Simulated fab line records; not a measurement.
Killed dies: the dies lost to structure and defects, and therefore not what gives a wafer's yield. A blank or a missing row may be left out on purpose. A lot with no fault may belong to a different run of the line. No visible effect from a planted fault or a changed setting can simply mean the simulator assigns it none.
fab line records -- flow sky130 -- part 2 of 2: steps 27 to 35 of 35
[record] lots = 5, wafers = 15, last-day = 50
route steps=708 shown VIA4@646 METAL5@661
lots that met no fault: from a run of the same line without faults
start-h: start of the lot's first displayed wafer, in hours after the record's first day -- wait-h: hours from the lot's prior step to this one -- " unchanged from the row above -- L1.1+2: a row that stands for several wafers -- - either no value or no given start -- * or withheld: withheld -- < > ~ a bound
route shown NAME@n: names a module that has steps shown in the file, with the first one's number in the route -- usual: mean/standard deviation of fault-free wafers -- same: alike in all rows -- chamber/n: place in a boat -- sites: readings site by site -- _std_site: standard deviation across them -- _edge_site: outer sites' mean less inner sites' -- radius-mm: for every site, how far away it sits from the centre of the wafer -- mask NAME#n: copy n -- behind: tool/chamber where the wafer was last shaped -- hold: why the lot went on hold/how many hours it stayed there/how the hold came to an end -- device: transistor that didn't switch, given as n, p or np -- end of line: tests of these same wafers at the route's end -- where a step has no rows: the recipe by itself -- killed: dies that structure and defects cost at the first sort, which is not the same as the wafer's yield -- map: shows each die of a wafer: x if killed, . if not, _ if none is there
set.NAME: setting as actually run; set.NAME@STEP: the setting as run at that earlier step -- model.NAME: the simulator's own value behind a step, which no gauge read
a table for each step, a row for each wafer; lots at some steps of the route
services: a tool's chamber out of use, with start hour (start-h, from the record's first day; less than 0 if before it), hours out, and reason
[[steps]]
[step SKY_METAL5_EXPOSE_11]
[recipe] mask-id = MM5, na = 0.6, source-shape = conventional, sigma-outer = 0.6, polarization = unpolarized, target-cd-nm = 1600, dose-mj = 190
[same] sigma-outer = 0.6
lot.wafer,tool,chamber,start-h,wait-h,mask
L080.2+4+6,iline-stepper-01,0,-,-,MM5#0
L083.2+4+6,iline-stepper-02,0,-,-,MM5#0
L088.4+5+6,iline-stepper-02,0,-,-,MM5#0
L092.1+3+4,iline-stepper-01,0,-,-,MM5#0
L096.3+5+6,iline-stepper-01,0,-,-,MM5#0
[step SKY_METAL5_PEB_12]
[recipe] temp-c = withheld, time-s = *, resist = NOVOLAK
[usual] chill-plate-temp-C = *
lot.wafer,tool,chamber,start-h,wait-h,chill-plate-temp-C
L080.2,litho-track-03,0,-,-,*
L080.4,litho-track-03,0,-,-,*
L080.6,litho-track-03,0,-,-,*
L083.2,litho-track-04,0,-,-,*
L083.4,litho-track-04,0,-,-,*
L083.6,litho-track-04,0,-,-,*
L088.4,litho-track-04,0,-,-,*
L088.5,litho-track-04,0,-,-,*
L088.6,litho-track-04,0,-,-,*
L092.1,litho-track-03,0,-,-,*
L092.3,litho-track-03,0,-,-,*
L092.4,litho-track-03,0,-,-,*
L096.3,litho-track-04,0,-,-,*
L096.5,litho-track-04,0,-,-,*
L096.6,litho-track-04,0,-,-,*
[step SKY_METAL5_DEVELOP_13]
[recipe] resist = NOVOLAK, developer = TMAH, develop-time-s = 60, dev-temp-c = 23
[usual] chill-plate-temp-C = 23.02/0.1
lot.wafer,tool,chamber,start-h,wait-h,chill-plate-temp-C
L080.2,litho-track-03,0,1096.76,0.1,23.11
L080.4,litho-track-03,0,1096.76,0.1,23.13
L080.6,litho-track-03,0,1096.76,0.1,23.10
L083.2,litho-track-04,0,1112.92,0.1,23.13
L083.4,litho-track-04,0,1112.92,0.1,23.03
L083.6,litho-track-04,0,1112.92,0.1,23.09
L088.4,litho-track-04,0,1135.72,0.1,22.95
L088.5,litho-track-04,0,1135.72,0.1,22.95
L088.6,litho-track-04,0,1135.72,0.1,23.06
L092.1,litho-track-03,0,1154.69,0.1,22.93
L092.3,litho-track-03,0,1154.69,0.1,23.00
L092.4,litho-track-03,0,1154.69,0.1,23.00
L096.3,litho-track-04,0,1172.34,0.1,23.11
L096.5,litho-track-04,0,1172.34,0.1,23.12
L096.6,litho-track-04,0,1172.34,0.1,23.21
[step SKY_METAL5_DESCUM_14]
[recipe] chemistry = O2, source-power-w = 150, bias-power-w = 0, pressure-mtorr = 10, temp-c = 40, time-s = 11
[usual] drypump-motor-current-A = 5.9/0.57, oes-product-au = 1.004/0.0095
lot.wafer,tool,chamber,start-h,wait-h,drypump-motor-current-A,oes-product-au,rf-hours-counter-h
L080.2,rie-metal-04,1,1096.89,0.1,6.5,0.996,14
L080.4,rie-metal-04,0,1096.89,0.1,5.6,0.992,-
L080.6,rie-metal-04,0,1096.89,0.1,5.7,0.990,-
L083.2,rie-metal-01,1,1113.04,0.1,4.8,1.015,24
L083.4,rie-metal-01,0,1113.04,0.1,6.4,1.012,-
L083.6,rie-metal-01,0,1113.04,0.1,6.4,1.003,-
L088.4,rie-metal-02,1,1135.80,0.1,6.3,1.021,-
L088.5,rie-metal-02,0,1135.80,0.1,5.9,1.009,-
L088.6,rie-metal-02,1,1135.80,0.1,6.2,1.008,-
L092.1,rie-metal-04,0,1154.84,0.1,5.6,0.992,24
L092.3,rie-metal-04,0,1154.84,0.1,5.6,0.990,-
L092.4,rie-metal-04,1,1154.84,0.1,6.5,0.994,-
L096.3,rie-metal-01,0,1172.45,0.1,6.4,1.007,-
L096.5,rie-metal-01,1,1172.45,0.1,4.8,1.009,-
L096.6,rie-metal-01,0,1172.45,0.1,6.4,1.006,-
[step SKY_METAL5_METAL_ETCH_15]
[recipe] target-depth-a = 12600, stop-on = SiO2, over-etch-frac = 0.2, time-s = 252, chemistry = Cl2/BCl3, resist-sidewall-deg = 86, pressure-mtorr = 10, icp-w = 900, bias-w = 48.5, Cl2_flow_sccm = 60, bcl3-flow-sccm = 30
[usual] bias-w = 48.52/0.13, drypump-motor-current-A = 5.9/0.57, mfc-cl2-sccm = 60.01/0.2, oes-product-au = 0.893/0.0047, throttle-valve-pct = 22.265/0.0094
lot.wafer,tool,chamber,start-h,wait-h,bias-w,drypump-motor-current-A,mfc-cl2-sccm,oes-product-au,rf-hours-counter-h,throttle-valve-pct
L080.2,rie-metal-04,1,1096.92,0.0,48.23,6.5,59.98,0.891,14,22.253
L080.4,rie-metal-04,0,1096.92,0.0,48.54,5.6,59.93,0.902,-,22.270
L080.6,rie-metal-04,0,1096.92,0.0,48.46,5.6,59.62,0.894,-,22.256
L083.2,rie-metal-01,1,1113.08,0.0,48.64,4.8,60.13,0.892,25,22.267
L083.4,rie-metal-01,0,1113.08,0.0,48.70,6.3,59.90,0.895,-,22.284
L083.6,rie-metal-01,0,1113.08,0.0,48.61,6.4,60.14,0.897,-,22.278
L088.4,rie-metal-02,1,1135.90,0.1,48.78,6.3,60.27,0.884,-,22.265
L088.5,rie-metal-02,0,1135.90,0.1,48.46,5.9,59.93,0.893,-,22.268
L088.6,rie-metal-02,1,1135.90,0.1,48.72,6.3,60.34,0.892,-,22.248
L092.1,rie-metal-04,0,1154.87,0.0,48.56,5.6,59.73,0.896,24,22.266
L092.3,rie-metal-04,0,1154.87,0.0,48.37,5.6,59.83,0.902,-,22.278
L092.4,rie-metal-04,1,1154.87,0.0,48.56,6.5,60.33,0.890,-,22.254
L096.3,rie-metal-01,0,1172.56,0.1,48.32,6.4,60.23,0.893,-,22.255
L096.5,rie-metal-01,1,1172.56,0.1,48.52,4.8,60.12,0.890,-,22.270
L096.6,rie-metal-01,0,1172.56,0.1,48.38,6.3,60.04,0.885,-,22.261
[step SKY_METAL5_STRIP_16]
[recipe] chemistry = O2/N2, power-w = 1400, pressure-mtorr = 1500, platen-temp-c = withheld, o2-flow-sccm = 3000, n2-flow-sccm = 300, overash-fraction = 0.5
[usual] drypump-motor-current-A = 5.71/0.26, n2-flow-sccm = 300.0/0.85, oes-product-au = 0.710/0.0045, strip-time-to-endpoint-s = 13.00/0.13
lot.wafer,tool,chamber,start-h,wait-h,drypump-motor-current-A,n2-flow-sccm,oes-product-au,rf-hours-counter-h,strip-time-to-endpoint-s
L080.2,plasma-asher-03,0,1097.16,0.2,5.30,301.5,0.711,3,13.22
L080.4,plasma-asher-03,0,1097.16,0.2,5.31,300.2,0.705,-,13.10
L080.6,plasma-asher-03,0,1097.16,0.2,5.31,300.1,0.704,-,13.24
L083.2,plasma-asher-03,0,1113.31,0.2,5.30,299.6,0.713,4,12.94
L083.4,plasma-asher-03,0,1113.31,0.2,5.30,299.7,0.716,-,12.84
L083.6,plasma-asher-03,0,1113.31,0.2,5.31,300.9,0.709,-,12.98
L088.4,plasma-asher-04,0,1136.09,0.1,5.93,300.2,0.716,-,12.86
L088.5,plasma-asher-04,0,1136.09,0.1,5.90,301.5,0.711,-,12.79
L088.6,plasma-asher-04,1,1136.09,0.1,5.84,300.0,0.705,-,12.79
L092.1,plasma-asher-02,0,1155.11,0.2,5.69,300.6,0.710,41,13.26
L092.3,plasma-asher-02,1,1155.11,0.2,5.94,300.8,0.707,-,13.22
L092.4,plasma-asher-02,0,1155.11,0.2,5.70,300.0,0.709,-,13.11
L096.3,plasma-asher-04,1,1172.75,0.1,5.85,300.4,0.718,-,12.85
L096.5,plasma-asher-04,1,1172.75,0.1,5.85,301.1,0.707,-,13.00
L096.6,plasma-asher-04,0,1172.75,0.1,5.91,302.0,0.706,-,12.93
[step SKY_METAL5_STRIP_17]
[recipe] chemistry = post-etch-residue-remover, time-s = 1200, temp-c = 72.5
lot.wafer,tool,chamber,start-h,wait-h
L080.2+4+6,wet-bench-01,2,1097.28,0.1
L083.2+4+6,wet-bench-04,0,1113.41,0.1
L088.4+5+6,wet-bench-01,0,1136.16,0.0
L092.1+3+4,wet-bench-01,3,1155.21,0.1
L096.3+5+6,wet-bench-02,0,1172.81,0.0
[step SKY_METAL5_CLEAN_18]
[recipe] chemistry = IPA, time-s = 180, temp-c = 25
lot.wafer,tool,chamber,start-h,wait-h
L080.2+4+6,wet-bench-01,0,1097.65,0.0
L083.2+4+6,wet-bench-02,1,1113.75,0.0
L088.4+5+6,wet-bench-02,3,1136.53,0.0
L092.1+3+4,wet-bench-04,1,1155.55,0.0
L096.3+5+6,wet-bench-04,2,1173.18,0.0
[step SKY_METAL5_CLEAN_19]
[recipe] chemistry = O3/DIW, dry = n2-spin
lot.wafer,tool,chamber,start-h,wait-h
L080.2+4+6,wet-bench-01,2,1097.71,0.0
L083.2+4+6,wet-bench-01,0,1113.82,0.0
L088.4+5+6,wet-bench-01,2,1136.61,0.0
L092.1+3+4,wet-bench-01,2,1155.61,0.0
L096.3+5+6,wet-bench-02,2,1173.24,0.0
[[services]]
tool,chamber,start-h,hours,kind
iline-stepper-02,-,1042.70,3.0,repair
wet-bench-04,-,1045.59,1.7,repair
plasma-asher-03,-,1055.25,9.0,pm
plasma-asher-02,-,1066.41,0.5,repair
wet-bench-03,-,1070.24,2.1,repair
rie-metal-01,-,1072.59,0.6,repair
plasma-asher-03,-,1078.60,2.1,repair
cmp-02,-,1079.33,0.6,repair
cmp-02,-,1084.13,4.0,pm
rie-diel-01,-,1089.83,0.3,repair
rie-diel-01,2,1094.04,21.1,repair
rie-diel-01,0,1096.36,13.9,repair
iline-stepper-01,-,1099.51,1.7,pm
rie-diel-01,1,1102.94,4.5,repair
cmp-02,-,1108.99,3.6,repair
iline-stepper-01,-,1113.74,5.7,repair
plasma-asher-01,-,1118.37,2.7,repair
pvd-sputter-03,-,1123.26,1.4,repair
rie-metal-01,1,1128.93,6.2,repair
wet-bench-04,-,1134.77,5.2,repair
cmp-02,-,1141.88,0.9,repair
wet-bench-03,-,1145.04,1.8,repair
cmp-02,-,1156.13,8.0,repair
pvd-sputter-04,-,1170.01,1.5,repair
